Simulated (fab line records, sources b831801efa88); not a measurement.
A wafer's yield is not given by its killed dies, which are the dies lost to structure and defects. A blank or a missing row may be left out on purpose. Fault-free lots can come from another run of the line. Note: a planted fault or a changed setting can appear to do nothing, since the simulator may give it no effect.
Which tool did it? :: flow sky130 :: 6 lots, 18 wafers sampled, at 2 steps of a route of 708

== WHAT THE GAUGES READ, wafer by wafer ==
SKY_VIA2_OVL_MEAS_13.
lot: L715
measured: day 37 02:14
on: overlay-02
VIA2_OVL (nm): 0 5 1

lot: L717
measured: day 37 21:38
on: overlay-02
VIA2_OVL (nm): -1 -5 3

lot: L718
measured: day 38 11:02
on: overlay-02
VIA2_OVL (nm): 9 3 10

lot: L721
measured: day 38 21:57
on: overlay-02
VIA2_OVL (nm): 3 1 5

lot: L727
measured: day 40 23:35
on: overlay-01
VIA2_OVL (nm): 8 -9 -2

lot: L729
measured: day 41 15:14
on: overlay-01
VIA2_OVL (nm): 37 35 35

== TOOL THAT RAN EACH LOT (tool first, then ch and the chambers of the sampled wafers, then the start) ==
lot: L715
SKY_VIA2_EXPOSE_09: krfScanner-01 ch 0, day 36 13:38

lot: L717
SKY_VIA2_EXPOSE_09: krfScanner-02 ch 0, day 37 08:34

lot: L718
SKY_VIA2_EXPOSE_09: krfScanner-01 ch 0, day 37 22:35

lot: L721
SKY_VIA2_EXPOSE_09: krfScanner-02 ch 0, day 38 10:07

lot: L727
SKY_VIA2_EXPOSE_09: krfScanner-02 ch 0, day 40 12:17

lot: L729
SKY_VIA2_EXPOSE_09: krfScanner-01 ch 0, day 41 02:59
- SKY_VIA2_EXPOSE_09: exposes mask VIM2, target cd 200 nm.

== THE ANSWER, worked out from the rows above alone ==
Rule: usual is defined by the lots themselves. The widest of any qualifying gaps counts: lots, ordered by their means at a reading, are off when they make up no more than a third of the lots, leave a main group of 4 or more, and stand apart from it by 3 or more times the standard deviation of that group's means. A main group whose means are all the same, to the digits that the tables above print for the reading, isn't used. A lot without any number at a reading at which 4 lots or more have one is off too. All remaining lots with rows at the step are treated as sound.
Off: L729, at SKY_VIA2_OVL_MEAS_13 (VIA2_OVL). The main group has a mean of 2 nm with a standard deviation of 3.1.
If a tool, at a process step before that reading, ran all the lots that are off and no sound lot after the first of them, it fits. Those tools and the gauges at SKY_VIA2_OVL_MEAS_13 are tried in the same way. Can't be told from this: 2 tools fit, krfScanner-01 at SKY_VIA2_EXPOSE_09, overlay-01 at SKY_VIA2_OVL_MEAS_13.

== WHAT THE SIMULATOR HAD PUT IN ==
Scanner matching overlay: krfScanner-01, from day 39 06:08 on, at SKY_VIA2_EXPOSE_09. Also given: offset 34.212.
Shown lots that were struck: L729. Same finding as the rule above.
